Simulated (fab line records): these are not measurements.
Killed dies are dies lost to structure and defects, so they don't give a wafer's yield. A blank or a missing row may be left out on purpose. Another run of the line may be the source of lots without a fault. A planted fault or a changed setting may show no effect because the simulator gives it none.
fab line records ; flow sfqLine
record lots=5; wafers=15; lastDay=85
route steps=325 shown M5@204 A5B@209 R5@212
lots untouched by any fault: they come from a run of this same line in which no faults occurred
startH: hours from the record's first day to the start of the lot's first wafer shown ; waitH: how many hours have passed since the lot's step before this one ; " repeats the value in the row above ; L1.1+2: a row that stands for several wafers ; - no value, or no start given ; * or withheld: withheld ; < > ~ a bound
route shown NAME@n: names a module that has steps shown in the file, with the first one's number in the route ; usual: average and standard deviation across the fault-free wafers ; same: alike in all rows ; chamber/n: place in a boat ; sites: each site's reading ; _std_site: their standard deviation ; _edge_site: inner sites' mean taken away from outer sites' mean ; radiusMm: how far each site lies from the wafer's centre ; mask NAME#n: copy n ; behind: the tool/chamber that last shaped the wafer ; hold: what put the lot on hold/how long, in hours/how the hold closed ; device: whichever transistor did not switch (one of n, p or np) ; end of line: at the end of the route, the tests of the same wafers ; step lacking rows: just its recipe ; killed: dies that structure and defects cost at the first sort, which is not the same as the wafer's yield ; map: the dies of a wafer, with x for killed, . for not killed, _ for no die there
set.NAME: the setting that was run; set.NAME@STEP: the one run at that earlier step ; model.NAME: the simulator's own value behind a step, which no gauge read
certain route steps with their lots: each step a table, each wafer a row
services: when a tool's chamber went out of use (startH, in hours from the record's first day, below 0 if earlier), for how many hours, and the reason
## steps
# step SFQ_M5_OVL_MEAS_932
# usual M5_OVL=1/4.8
lot.wafer;tool;chamber;startH;waitH;M5_OVL[nm]
L921.1;overlay-01;-;1204.74;0.1;1
L921.5;overlay-01;-;1204.74;0.1;0
L921.6;overlay-01;-;1204.74;0.1;-2
L923.1;overlay-01;-;1217.53;0.1;-4
L923.4;overlay-01;-;1217.53;0.1;-5
L923.6;overlay-01;-;1217.53;0.1;0
L933.3;overlay-01;-;1410.50;0.1;0
L933.4;overlay-01;-;1410.50;0.1;0
L933.5;overlay-01;-;1410.50;0.1;-2
L940.1;overlay-02;-;1443.02;0.1;6
L940.4;overlay-02;-;1443.02;0.1;0
L940.5;overlay-02;-;1443.02;0.1;9
L942.1;overlay-02;-;1446.62;0.1;8
L942.2;overlay-02;-;1446.62;0.1;7
L942.3;overlay-02;-;1446.62;0.1;10
# step SFQ_TRILAYER_M5_BARC_OPEN_METAL_ETCH_161
# recipe maskMaterial=PR; chemistry=O2; targetDepthNm=125; target=BARC; icpW=600; biasW=80; pressureMtorr=10.34; timeS=41.7
# step SFQ_TRILAYER_M5_ETCH_METAL_ETCH_126
# recipe target=Nb; stopOn=SiO2; maskMaterial=PR; overEtchFrac=0.15; timeS=203.2; chemistry=Cl2/BCl3; targetDepthNm=265; icpW=600; biasW=80; pressureMtorr=10
# usual drypumpMotorCurrentA=5.7/0.34; oesProductAu=0.730/0.0056
# same timeS=203.2
lot.wafer;tool;chamber;startH;waitH;drypumpMotorCurrentA;oesProductAu;rfHoursCounterH
L921.1;rieMetal-01;1;1204.84;0.0;6.2;0.723;43
L921.5;rieMetal-01;0;1204.84;0.0;5.9;0.720;-
L921.6;rieMetal-01;1;1204.84;0.0;6.2;0.733;-
L923.1;rieMetal-01;1;1217.63;0.0;6.1;0.727;45
L923.4;rieMetal-01;0;1217.63;0.0;5.9;0.732;-
L923.6;rieMetal-01;0;1217.63;0.0;5.9;0.723;-
L933.3;rieMetal-03;1;1410.65;0.1;6.0;0.718;-
L933.4;rieMetal-03;0;1410.65;0.1;5.1;0.721;-
L933.5;rieMetal-03;0;1410.65;0.1;5.1;0.724;-
L940.1;rieMetal-04;1;1443.17;0.1;5.5;0.734;115
L940.4;rieMetal-04;1;1443.17;0.1;5.5;0.735;-
L940.5;rieMetal-04;1;1443.17;0.1;5.5;0.733;-
L942.1;rieMetal-03;0;1446.71;0.0;5.2;0.729;85
L942.2;rieMetal-03;1;1446.71;0.0;6.0;0.746;50
L942.3;rieMetal-03;0;1446.71;0.0;5.2;0.732;-
# step SFQ_TRILAYER_M5_STRIP_STRIP_127
# recipe gas=O2; powerW=200; platenTempC=40; overashFraction=0.65; chemistry=O2; pressureMtorr=50
# usual drypumpMotorCurrentA=5.7/0.35; oesProductAu=0.998/0.0078
lot.wafer;tool;chamber;startH;waitH;drypumpMotorCurrentA;oesProductAu;rfHoursCounterH
L921.1;rieMetal-01;1;1205.03;0.1;6.1;0.990;43
L921.5;rieMetal-01;0;1205.03;0.1;5.9;0.981;-
L921.6;rieMetal-01;1;1205.03;0.1;6.1;0.998;-
L923.1;rieMetal-01;1;1217.82;0.1;6.2;1.000;45
L923.4;rieMetal-01;0;1217.82;0.1;5.9;0.987;-
L923.6;rieMetal-01;0;1217.82;0.1;5.9;0.991;-
L933.3;rieMetal-03;1;1410.98;0.3;5.9;1.001;-
L933.4;rieMetal-03;0;1410.98;0.3;5.1;1.002;-
L933.5;rieMetal-03;0;1410.98;0.3;5.2;1.003;-
L940.1;rieMetal-04;1;1443.56;0.3;5.5;0.984;115
L940.4;rieMetal-04;1;1443.56;0.3;5.5;0.993;-
L940.5;rieMetal-04;1;1443.56;0.3;5.5;0.991;-
L942.1;rieMetal-03;0;1446.91;0.1;5.1;1.001;85
L942.2;rieMetal-03;1;1446.91;0.1;6.0;1.001;50
L942.3;rieMetal-03;0;1446.91;0.1;5.1;1.002;-
# step SFQ_TRILAYER_M5_STRIP_SOLV_CLEAN_128
# recipe chemistry=NMP; tempC=70; timeS=600
# step SFQ_TRILAYER_A5B_DEP_PECVD_129
# recipe material=SiO2; tempC=150; timeS=133.33; pressureTorr=2.4; rfW=183.3; precursor=SiH4/N2O; targetThkNm=600
# step SFQ_TRILAYER_A5B_CMP_CMP_130
# recipe stopOn=Nb; downForcePsi=3.144; platenRpm=60; targetThkNm=340.7
# usual edgeZonePressureFrac=1.001/0.0055; motorCurrentA=10.3/0.72
lot.wafer;tool;chamber;startH;waitH;edgeZonePressureFrac;motorCurrentA
L921.1;cmp-01;3;1218.78;12.9;0.992;10.3
L921.6;cmp-01;0;1218.78;12.9;0.998;11.7
L921.5;cmp-01;1;1218.78;12.9;0.993;10.8
L923.4;cmp-01;3;1223.28;4.6;1.003;9.9
L923.1;cmp-01;1;1224.28;5.6;1.006;10.9
L923.6;cmp-01;3;1225.28;6.6;0.996;10.5
L933.4;cmp-01;1;1411.82;0.0;0.997;10.2
L933.3;cmp-01;2;1411.82;0.0;0.996;10.5
L933.5;cmp-01;1;1413.82;2.0;1.001;9.6
L940.4;cmp-01;1;1449.23;4.2;0.994;10.6
L940.1;cmp-01;2;1449.23;4.2;0.994;10.5
L940.5;cmp-01;3;1449.23;4.2;1.005;10.0
L942.2;cmp-02;2;1457.02;9.3;1.001;9.0
L942.1;cmp-02;3;1457.02;9.3;0.998;10.6
L942.3;cmp-02;1;1458.52;10.8;0.997;9.1
# step SFQ_TRILAYER_A5B_METRO_MEASURE_131
# step SFQ_TRILAYER_R5_DEP_SPUTTER_132
# recipe material=Ti; basePressurePa=1.33e-06; targetThkNm=5; powerW=2000; timeS=5; chamberPressurePa=0.4
# usual basePressurePa=1.34e-06/1.1e-07; throttleValvePct=30.0/1.3
# same timeS=5
lot.wafer;tool;chamber;startH;waitH;basePressurePa;throttleValvePct
L921.1;pvdSputter-04;-;1221.48;1.0;1.26e-06;31.9
L921.5;pvdSputter-04;-;1221.48;1.0;1.38e-06;28.4
L921.6;pvdSputter-04;-;1221.48;1.0;1.37e-06;32.1
L923.1;pvdSputter-04;-;1227.48;1.0;1.22e-06;28.4
L923.4;pvdSputter-04;-;1227.48;1.0;1.33e-06;31.8
L923.6;pvdSputter-04;-;1227.48;1.0;1.28e-06;32.1
L933.3;pvdSputter-05;-;1416.02;0.6;1.31e-06;28.4
L933.4;pvdSputter-05;-;1416.02;0.6;1.19e-06;30.8
L933.5;pvdSputter-05;-;1416.02;0.6;1.25e-06;30.9
L940.1;pvdSputter-04;-;1452.43;1.0;1.39e-06;32.0
L940.4;pvdSputter-04;-;1452.43;1.0;1.31e-06;29.7
L940.5;pvdSputter-04;-;1452.43;1.0;1.08e-06;28.3
L942.1;pvdSputter-05;-;1461.22;1.0;1.37e-06;30.5
L942.2;pvdSputter-05;-;1461.22;1.0;1.31e-06;30.7
L942.3;pvdSputter-05;-;1461.22;1.0;1.36e-06;28.5
# step SFQ_TRILAYER_R5_DEP_SPUTTER_133
# recipe material=MoNx; basePressurePa=1.33e-06; targetThkNm=40; powerW=1000; timeS=66.7; chamberPressurePa=0.4
# step SFQ_TRILAYER_R5_DEP_SPUTTER_134
# recipe material=Ti; basePressurePa=1.33e-06; targetThkNm=5; powerW=2000; timeS=5; chamberPressurePa=0.4
# usual basePressurePa=1.34e-06/1e-07; throttleValvePct=30.1/1.3
# same timeS=5
lot.wafer;tool;chamber;startH;waitH;basePressurePa;throttleValvePct
L921.1;pvdSputter-04;-;1221.56;0.0;1.34e-06;31.9
L921.5;pvdSputter-04;-;1221.56;0.0;1.33e-06;28.5
L921.6;pvdSputter-04;-;1221.56;0.0;1.24e-06;31.9
L923.1;pvdSputter-04;-;1227.56;0.0;1.31e-06;28.4
L923.4;pvdSputter-04;-;1227.56;0.0;1.4e-06;32.0
L923.6;pvdSputter-04;-;1227.56;0.0;1.39e-06;31.9
L933.3;pvdSputter-05;-;1416.09;0.0;1.31e-06;28.7
L933.4;pvdSputter-05;-;1416.09;0.0;1.46e-06;30.6
L933.5;pvdSputter-05;-;1416.09;0.0;1.43e-06;30.6
L940.1;pvdSputter-04;-;1452.50;0.0;1.27e-06;32.0
L940.4;pvdSputter-04;-;1452.50;0.0;1.41e-06;30.0
L940.5;pvdSputter-04;-;1452.50;0.0;1.27e-06;28.6
L942.1;pvdSputter-05;-;1461.29;0.0;1.24e-06;30.6
L942.2;pvdSputter-05;-;1461.29;0.0;1.05e-06;30.8
L942.3;pvdSputter-05;-;1461.29;0.0;1.34e-06;28.6
# step SFQ_R5_RS_MEAS_933
# recipe thkMeasGauge=four-point-probe; reads=Ti_of_TRILAYER_R5_DEP_SPUTTER_134+MoNx_of_TRILAYER_R5_DEP_SPUTTER_133+Ti_of_TRILAYER_R5_DEP_SPUTTER_132
# usual R5_MONX_RS=7.07/0.079
lot.wafer;tool;chamber;startH;waitH;R5_MONX_RS[ohm/sq]
L921.1;filmMetro-02;-;1221.58;0.0;7.21
L921.5;filmMetro-02;-;1221.58;0.0;7.07
L921.6;filmMetro-02;-;1221.58;0.0;7.15
L923.1;filmMetro-03;-;1227.58;0.0;6.92
L923.4;filmMetro-03;-;1227.58;0.0;7.07
L923.6;filmMetro-03;-;1227.58;0.0;7.08
L933.3;filmMetro-02;-;1416.15;0.0;7.07
L933.4;filmMetro-02;-;1416.15;0.0;7.10
L933.5;filmMetro-02;-;1416.15;0.0;7.06
L940.1;filmMetro-03;-;1452.52;0.0;7.04
L940.4;filmMetro-03;-;1452.52;0.0;7.11
L940.5;filmMetro-03;-;1452.52;0.0;6.94
L942.1;filmMetro-03;-;1461.31;0.0;7.06
L942.2;filmMetro-03;-;1461.31;0.0;7.15
L942.3;filmMetro-03;-;1461.31;0.0;7.10
# step SFQ_R5_THK_MEAS_934
# recipe thkMeasGauge=xrf; reads=MoNx_of_TRILAYER_R5_DEP_SPUTTER_133
# usual R5_MONX_THK=40.2/0.56
lot.wafer;tool;chamber;startH;waitH;R5_MONX_THK[nm]
L921.1;filmMetro-02;-;1221.70;0.1;40.0
L921.5;filmMetro-02;-;1221.70;0.1;40.5
L921.6;filmMetro-02;-;1221.70;0.1;39.9
L923.1;filmMetro-03;-;1227.70;0.1;41.1
L923.4;filmMetro-03;-;1227.70;0.1;39.9
L923.6;filmMetro-03;-;1227.70;0.1;40.1
L933.3;filmMetro-02;-;1416.25;0.1;42.1
L933.4;filmMetro-02;-;1416.25;0.1;41.6
L933.5;filmMetro-02;-;1416.25;0.1;42.3
L940.1;filmMetro-03;-;1452.64;0.1;40.1
L940.4;filmMetro-03;-;1452.64;0.1;39.8
L940.5;filmMetro-03;-;1452.64;0.1;40.4
L942.1;filmMetro-03;-;1461.43;0.1;40.3
L942.2;filmMetro-03;-;1461.43;0.1;39.9
L942.3;filmMetro-03;-;1461.43;0.1;40.0
# step SFQ_TRILAYER_R5_LITHO_COAT_141
# recipe resist=BARC; spinRpm=3000; resistThkNm=62
## services
tool;chamber;startH;hours;kind
rieMetal-03;-;1186.53;2.8;pm
rieMetal-04;-;1200.38;0.2;repair
cmp-02;-;1238.16;0.3;repair
rieMetal-03;-;1249.23;1.4;pm
cmp-01;-;1258.15;4.0;pm
cmp-01;-;1262.15;-;consumableReplace:conditioner
cmp-01;-;1262.15;-;consumableReplace:pad
rieMetal-03;0;1285.36;17.0;repair
rieMetal-03;1;1295.89;2.4;repair
pvdSputter-05;-;1313.57;5.8;repair
rieMetal-03;-;1315.40;0.2;repair
cmp-02;-;1317.50;0.8;repair
rieMetal-01;-;1318.85;0.6;repair
cmp-01;-;1333.60;2.0;repair
rieMetal-04;-;1351.83;2.8;pm
cmp-01;-;1354.46;2.7;repair
cmp-01;-;1357.15;4.2;pm
pvdSputter-04;-;1390.47;3.0;repair
cmp-02;-;1401.47;0.7;repair
cmp-01;-;1427.85;8.4;pm
cmp-02;-;1432.56;4.0;pm
pvdSputter-04;-;1435.25;1.1;repair
pvdSputter-04;-;1440.95;1.0;repair
cmp-02;-;1442.56;5.5;pm
## key
firstSign step=SFQ_R5_THK_MEAS_934; reading=R5_MONX_THK; direction=up; sigmas=3.3; usual=40.2; struck=42.0
effect none on later readings
metAt SFQ_R5_THK_MEAS_934
struckWafers L933.3,L933.4,L933.5
onsetBetween 1221.70 1416.25
alsoFits SFQ_M5_OVL_MEAS_932:overlay-01,SFQ_R5_RS_MEAS_933:filmMetro-02
fault kind=metrologyMatchingOffset; tool=filmMetro-02; chamber=-; onsetH=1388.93; steps=SFQ_R5_THK_MEAS_934; param=thkNm; offset=1.8165
